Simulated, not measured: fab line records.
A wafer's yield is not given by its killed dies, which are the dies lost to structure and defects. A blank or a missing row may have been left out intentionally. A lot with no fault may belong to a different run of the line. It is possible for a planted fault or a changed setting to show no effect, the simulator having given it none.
Which tool is to blame? | flow gf180mcu | 11 lots with 33 wafers sampled at 5 steps, on a route of 602 steps

WHAT THE GAUGES SHOWED, per wafer
GF_V5_THK_MEAS_03.
lot  | measured     | on            | V5_CVD_02_THK (nm)
L998 | day 26 14:13 | film-metro-01 | 1437 1447 1461
L101 | day 27 11:17 | film-metro-03 | 1466 1458 1486
L113 | day 31 02:46 | film-metro-03 | 1428 1464 1438
L114 | day 31 13:34 | film-metro-02 | 1436 1464 1442
L115 | day 31 16:56 | film-metro-01 | 1443 1458 1455
L117 | day 32 04:56 | film-metro-01 | 1457 1462 1466
L119 | day 32 14:27 | film-metro-01 | 1464 1470 1444
L120 | day 32 21:24 | film-metro-01 | 1426 1437 1445

WHAT TOOL EACH LOT RAN ON (gives the tool, then ch and the chambers of the sampled wafers, and finally the start)
lot  | GF_MIM_SPUTTER_08            | GF_MIM_SPUTTER_09            | GF_M5_METAL_ETCH_10               | GF_M5_STRIP_11
L998 | pvd-sputter-02, day 24 17:55 | pvd-sputter-02, day 24 17:56 | rie-metal-04 ch 0,1, day 26 13:11 | plasma-asher-02 ch 0, day 26 13:19
L101 | pvd-sputter-01, day 25 17:58 | pvd-sputter-01, day 25 17:59 | rie-metal-02 ch 0,1, day 27 10:23 | plasma-asher-01 ch 0,1, day 27 10:31
L106 | pvd-sputter-02, day 27 16:26 | pvd-sputter-02, day 27 16:28 | rie-metal-04 ch 0, day 29 07:17   | plasma-asher-01 ch 0,1, day 29 07:25
L107 | pvd-sputter-02, day 27 20:20 | pvd-sputter-02, day 27 20:21 | rie-metal-01 ch 0,1, day 29 10:20 | plasma-asher-03 ch 0,1, day 29 10:27
L108 | pvd-sputter-02, day 28 09:13 | pvd-sputter-02, day 28 09:14 | rie-metal-04 ch 0, day 29 23:49   | plasma-asher-03 ch 0,1, day 30 00:04
L113 | pvd-sputter-02, day 29 12:23 | pvd-sputter-02, day 29 12:24 | rie-metal-02 ch 1, day 31 01:44   | plasma-asher-02 ch 0,1, day 31 01:57
L114 | pvd-sputter-04, day 30 00:26 | pvd-sputter-04, day 30 00:28 | rie-metal-04 ch 0,1, day 31 12:41 | plasma-asher-03 ch 0,1, day 31 12:49
L115 | pvd-sputter-04, day 30 03:53 | pvd-sputter-04, day 30 03:55 | rie-metal-04 ch 0,1, day 31 16:03 | plasma-asher-03 ch 0,1, day 31 16:10
L117 | pvd-sputter-01, day 30 16:59 | pvd-sputter-01, day 30 17:01 | rie-metal-02 ch 0,1, day 32 04:05 | plasma-asher-02 ch 0,1, day 32 04:12
L119 | pvd-sputter-02, day 31 02:13 | pvd-sputter-02, day 31 02:14 | rie-metal-02 ch 0,1, day 32 13:35 | plasma-asher-03 ch 0,1, day 32 13:42
L120 | pvd-sputter-02, day 31 10:36 | pvd-sputter-02, day 31 10:38 | rie-metal-04 ch 0,1, day 32 20:29 | plasma-asher-03 ch 0,1, day 32 20:37
- GF_MIM_SPUTTER_08: material AlCu, target thk 200 nm, time 10.6 s.
- GF_MIM_SPUTTER_09: material TiN, target thk 35 nm, time 29.2 s.
- GF_M5_METAL_ETCH_10: etches the open film in Cl2/BCl3, stops on SiO2, target depth 750.8 nm, time 125.1 s.
- GF_M5_STRIP_11: strips in O2/N2.

THE ANSWER, worked out from the rows above alone
Rule: what is usual is taken from the lots themselves. The widest of any qualifying gaps counts: lots, ordered by their means at a reading, are off when they make up no more than a third of the lots, leave a main group of 4 or more, and stand apart from it by 3 or more times the standard deviation of that group's means. If all means in a main group match to the digits the tables above print for the reading, that group is not used. A lot without any number at a reading at which 4 lots or more have one is off too. Where the step has rows for the other lots, those lots are counted as sound.
No lot is off at any reading shown: from this, nothing can be told.

WHAT WAS PUT IN BY THE SIMULATOR
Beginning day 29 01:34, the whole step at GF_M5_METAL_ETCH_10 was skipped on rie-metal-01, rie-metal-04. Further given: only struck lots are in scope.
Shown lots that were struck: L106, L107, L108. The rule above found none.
